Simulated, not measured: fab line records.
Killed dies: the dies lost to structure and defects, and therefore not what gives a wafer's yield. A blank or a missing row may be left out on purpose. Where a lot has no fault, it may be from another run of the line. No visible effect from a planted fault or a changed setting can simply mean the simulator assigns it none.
One fault seen from 2 desks | flow gf180mcu | only its own numbers are on each desk; what lay behind them is given at the end

DESK OF THE TOOL OWNER: pvd sputter-04
At GF_M1_SPUTTER_04 (material TiN, target thk 50 nm, time 41.7 s) the tool's own readings: per lot run on this tool, the mean of the sampled wafers that have a number. A lot is out of limits, marked OUT, if its mean lies more than 4 standard deviations from the usual mean; the brackets give that distance.
Columns: A = chamber pressure pa at GF_M1_SPUTTER_04, usual 0.4000 Pa; B = throttle valve pct at GF_M1_SPUTTER_04, usual 29.6 %
lot  | first seen here | A      | B
L515 | day 16 02:05    | 0.4002 | 29.5
L524 | day 20 14:58    | 0.3995 | 29.5
Result from this desk: across the 2 lots, nothing is out of limits.

THE METROLOGY DESK
What the gauges read, lot by lot, whatever tool the lot ran on: means of the sampled wafers that have a number. A lot is out of limits, marked OUT, if its mean lies more than 4 standard deviations from the usual mean; the brackets give that distance. Of its 11 readings 7 are shown: those that lie furthest out on some lot.
Columns: A = CONTACT_W_RS at GF_CONTACT_RS_MEAS_25, usual 0.382 ohm/sq; B = CONTACT_W_THK at GF_CONTACT_THK_MEAS_26, usual 296 nm; C = M1_ALCU_THK at GF_M1_THK_MEAS_06, usual 460 nm; D = cd nm at GF_M1_CD_MEAS_14, usual 230.2 nm; E = M1_OVL at GF_M1_OVL_MEAS_15, usual 1 nm; F = V1_CVD_00_THK at GF_V1_THK_MEAS_01, usual 595 nm; G = V1_BOW at GF_V1_BOW_MEAS_05, usual 84 um
lot  | first seen here | A     | B   | C   | D     | E  | F   | G
L515 | day 16 01:26    | 0.377 | 298 | 458 | 230.4 | 6  | 590 | 84
L518 | day 17 02:28    | 0.378 | 300 | 460 | 230.2 | 4  | 602 | 88
L524 | day 20 14:18    | 0.379 | 302 | 458 | 229.7 | 9  | 588 | 76
L530 | day 21 22:37    | 0.385 | 296 | 468 | 230.7 | -2 | 603 | 85
L538 | day 24 09:11    | 0.382 | 298 | 462 | 228.0 | -4 | 599 | 84
Result from this desk: across the 5 lots, nothing is out of limits.

PUT TOGETHER
Nothing out of limits was seen by the tool owner's desk.
The metrology desk saw nothing out of limits.

WHAT THE SIMULATOR HAD PUT IN
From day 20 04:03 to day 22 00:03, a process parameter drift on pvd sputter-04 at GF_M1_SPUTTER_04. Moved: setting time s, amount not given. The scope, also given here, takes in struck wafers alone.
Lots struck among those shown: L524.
